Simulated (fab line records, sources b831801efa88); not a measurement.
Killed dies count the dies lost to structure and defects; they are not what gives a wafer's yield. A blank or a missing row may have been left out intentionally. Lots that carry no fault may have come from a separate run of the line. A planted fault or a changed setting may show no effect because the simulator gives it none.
One fault seen from 2 desks -- flow gf180mcu -- numbers are kept per desk, each desk with only its own; the story behind them comes last

## FROM THE METROLOGY DESK
Lot by lot, what the gauges showed, no matter which tool ran the lot: averages of those sampled wafers that carry a number. If a lot's mean is further than 4 standard deviations from the usual mean, the lot is out of limits and carries the mark OUT (the distance appears in the brackets).
Columns: A = VT_IMPLANT_01_OVL at GF_VT_IMPLANT_OVL_MEAS_18, usual -0.1 nm; B = VT_IMPLANT_2_TW at GF_VT_IMPLANT_TW_MEAS_21, usual 1210; C = VT_IMPLANT_02_OVL at GF_VT_IMPLANT_OVL_MEAS_29, usual -0.8 nm
lot,first seen here,A,B,C
L356,day 7 16:44,-0.8,1211,0.6
L365,day 9 22:40,-1.4,1209,-3.4
L368,day 10 17:35,-0.5,1228,0.3
L369,day 10 20:07,-1.5,1227,0.3
L371,day 11 09:08,-0.5,1215,-1.8
L374,day 12 01:52,2.8,1220,-2.4
Result from this desk: across the 6 lots, nothing is out of limits.

## TOOL OWNER'S DESK, implanter-03
For each lot that ran on this tool, the mean over its sampled wafers that have a number, from the tool's own readings at GF_VT_IMPLANT_IMPLANT_30. If a lot's mean is further than 4 standard deviations from the usual mean, the lot is out of limits and carries the mark OUT (the distance appears in the brackets).
Columns: A = beam_energy_keV at GF_VT_IMPLANT_IMPLANT_30, usual 24.998
lot,first seen here,A
L356,day 8 10:29,24.999
L365,day 10 17:00,27.839 (+99 or more) OUT
L369,day 11 15:48,27.833 (+99 or more) OUT
This desk's finding: out of limits on L365, L369; first on L365, day 10 17:00 (beam_energy_keV at GF_VT_IMPLANT_IMPLANT_30). In limits: L356.

## ALL TOGETHER
The tool owner's desk could have raised an alarm at day 10 17:00, on L365, L369.
Metrology desk: nothing out of limits seen.
The metrology desk has L365, L369 on record, within its limits.
Every lot named ran GF_VT_IMPLANT_IMPLANT_30 on implanter-03.

## WHAT THE SIMULATOR HAD INSERTED
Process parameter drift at GF_VT_IMPLANT_IMPLANT_30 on implanter-03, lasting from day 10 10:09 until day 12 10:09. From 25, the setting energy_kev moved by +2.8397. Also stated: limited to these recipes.
Lots struck among those shown: L365, L369.
Hours from the fault's start to each desk's first reading out of limits: the tool owner's desk, 7.
